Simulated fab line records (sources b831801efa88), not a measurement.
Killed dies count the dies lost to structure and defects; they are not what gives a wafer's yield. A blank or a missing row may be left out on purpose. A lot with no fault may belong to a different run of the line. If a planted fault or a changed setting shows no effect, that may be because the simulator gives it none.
A struck lot beside a sound one || flow gf180mcu || 44 steps out of a route of 602
Sound: wafers L904.1, L904.2, L904.4. Wafers struck: L914.2, L914.4, L914.5. The cause is given at the end.
Each step with rows lists, per side, the tool, then ch with its chambers, then its first start. Under that, the readings that differ: sound wafers || struck wafers || difference of the means || sigmas: that difference in standard deviations of wafers without a fault.
alike: a reading whose means differ by less than 2 such deviations, as well as words and numbers matching on both sides. not compared: withheld readings; readings where some wafer has no value; bounds like >300 that might hide an equal value; numbers whose values overlap and for which the record gives no deviation.
The two part at a step that has a row with sigmas, a row that says differs or no value, or rows on one side only. Non-overlapping numbers with no deviation appear without sigmas and do not part them. A reading that every wafer of one side lacks parts them only if that side has two wafers or more.

first, 4 steps without rows for these wafers: GF_V1_STRIP_19 (strips in post etch residue remover, time 1200 s); GF_V1_CLEAN_20 (cleans in DIW); GF_V1_SPUTTER_21 (material Ti, target thk 15 nm, time 80.02 s); GF_V1_SPUTTER_22 (material TiN, target thk 10 nm, time 40 s).
GF_V1_CVD_23: deposits W, target thk 350 nm, time 105.05 s.
  sound on cvd_w-01 ch 0,1, day 20 13:13; struck on cvd_w-01 ch 0,1, day 24 12:28
  alike: heater_power_w
GF_V1_RS_MEAS_24: the measuring method here is four-point-probe.
  sound: film_metro-03 at day 20 13:20; struck: film_metro-01 at day 24 12:35
  alike: V1_W_RS
GF_V1_THK_MEAS_25: measures by xrf.
  sound: film_metro-03 at day 20 13:27; struck: film_metro-01 at day 24 12:42
  alike: V1_W_THK
GF_V1_CMP_26: polishes, stops on SiO2, t overpolish 15.68 s, target thk 0 nm.
  sound on cmp-01 ch 0,1,2, day 20 13:34; struck on cmp-01 ch 1,2,3, day 24 12:48
  alike: motor_current_A, overpolish_run_s, time_to_endpoint_s
then, 1 step without rows for these wafers: GF_M2_SPUTTER_00 (material Ti, target thk 37.5 nm, time 150 s).
GF_M2_SPUTTER_01: material TiN, target thk 30 nm, time 25 s.
  sound: pvd_sputter-02 at day 20 13:55; struck: pvd_sputter-02 at day 24 13:09
  alike: cathode_dc_power_W, throttle_valve_pct
GF_M2_SPUTTER_02: material AlCu, target thk 450 nm, time 23.9 s.
  sound: pvd_sputter-02 at day 20 13:56; struck: pvd_sputter-02 at day 24 13:11
  alike: cathode_dc_power_W, throttle_valve_pct
then, 1 step without rows for these wafers: GF_M2_SPUTTER_03 (material Ti, target thk 10 nm, time 6.7 s).
GF_M2_SPUTTER_04: material TiN, target thk 50 nm, time 41.7 s.
  sound: pvd_sputter-02 at day 20 13:59; struck: pvd_sputter-02 at day 24 13:14
{"reading": "model.TiN_of_M2_SPUTTER_04.thk_nm (nm)", "sound": "50.35 49.93 50.01", "struck": "45.15 44.74 45.27", "difference": -5.04, "sigmas": ""}
  alike: cathode_dc_power_W, throttle_valve_pct
GF_M2_RS_MEAS_05: the measuring method here is four-point-probe.
  sound: film_metro-03 at day 20 14:02; struck: film_metro-03 at day 24 13:17
  alike: M2_ALCU_RS
GF_M2_THK_MEAS_06: measures by xrf.
  sound: film_metro-03 at day 20 14:09; struck: film_metro-03 at day 24 13:24
  alike: M2_ALCU_THK
then, 7 steps without rows for these wafers: GF_M2_DEHYDRATE_07 (time 60 s); GF_M2_HMDS_08 (prime time 60 s); GF_M2_COAT_09 (resist thk 1000 nm); GF_M2_SOFTBAKE_10 (time 60 s); GF_M2_EXPOSE_11 (exposes mask Metal2, target cd 280 nm); GF_M2_PEB_12 (peb time 90 s); GF_M2_DEVELOP_13 (develop time 60 s).
GF_M2_CD_MEAS_14: target cd 280 nm.
  sound: cd_sem-01 at day 21 14:30; struck: cd_sem-02 at day 25 10:38
  alike: cd_nm
GF_M2_OVL_MEAS_15:
  sound: overlay-02 at day 21 14:37; struck: overlay-01 at day 25 10:44
  alike: M2_OVL
then, 1 step without rows for these wafers: GF_M2_METAL_ETCH_16 (etches the open film in Cl2/BCl3, stops on SiO2, target depth 627.5 nm, time 104.6 s).
GF_M2_STRIP_17: strips in O2/N2.
  sound on plasma_asher-01 ch 0,1, day 21 14:46; struck on plasma_asher-02 ch 0,1, day 25 10:53
  alike: drypump_motor_current_A, heater_power_w, oes_product_au, strip_time_to_endpoint_s
  not compared: rf_hours_counter_h
then, 3 steps without rows for these wafers: GF_M2_STRIP_18 (strips in post etch residue remover, time 1200 s); GF_M2_CLEAN_19 (cleans in DIW); GF_V2_CVD_00 (deposits SiO2, target thk 600 nm, time 100 s).
GF_V2_THK_MEAS_01:
  sound: film_metro-04 at day 21 15:23; struck: film_metro-04 at day 25 11:50
  alike: V2_CVD_00_THK
then, 1 step without rows for these wafers: GF_V2_CVD_02 (deposits SiO2 from TEOS, target thk 850 nm, time 94.851 s).
GF_V2_THK_MEAS_03:
  sound: film_metro-01 at day 21 15:31; struck: film_metro-01 at day 25 11:58
  alike: V2_CVD_02_THK
then, 1 step without rows for these wafers: GF_V2_CMP_04 (polishes SiO2).
GF_V2_BOW_MEAS_05:
  sound: film_metro-02 at day 21 15:53; struck: film_metro-02 at day 25 12:20
  alike: V2_BOW
then, 8 steps without rows for these wafers: GF_V2_DEHYDRATE_06 (time 60 s); GF_V2_HMDS_07 (prime time 60 s); GF_V2_COAT_08; GF_V2_COAT_09 (resist thk 1000 nm); GF_V2_SOFTBAKE_10 (time 61.03 s); GF_V2_EXPOSE_11 (exposes mask Via2, target cd 260 nm); GF_V2_PEB_12 (peb time 90 s); GF_V2_DEVELOP_13 (develop time 60 s).
GF_V2_STRIP_19: strips in post etch residue remover, time 1200 s.
  sound on wet_bench-04 ch 1, day 22 15:40; struck on wet_bench-04 ch 1, day 26 09:24
{"reading": "model.TiN_of_M2_SPUTTER_04.thk_nm (nm)", "sound": "49.51 49.09 49.16", "struck": "44.31 43.9 44.43", "difference": -5.04, "sigmas": ""}
GF_PASSIVATION_PROBE_99:
  the record holds rows for the sound wafers here (prober-01, day 30 21:53) but none for the struck ones

== WHERE THEY PART ==
At GF_PASSIVATION_PROBE_99 and nowhere else, as far as this record goes.

WHY: what the simulator had put in
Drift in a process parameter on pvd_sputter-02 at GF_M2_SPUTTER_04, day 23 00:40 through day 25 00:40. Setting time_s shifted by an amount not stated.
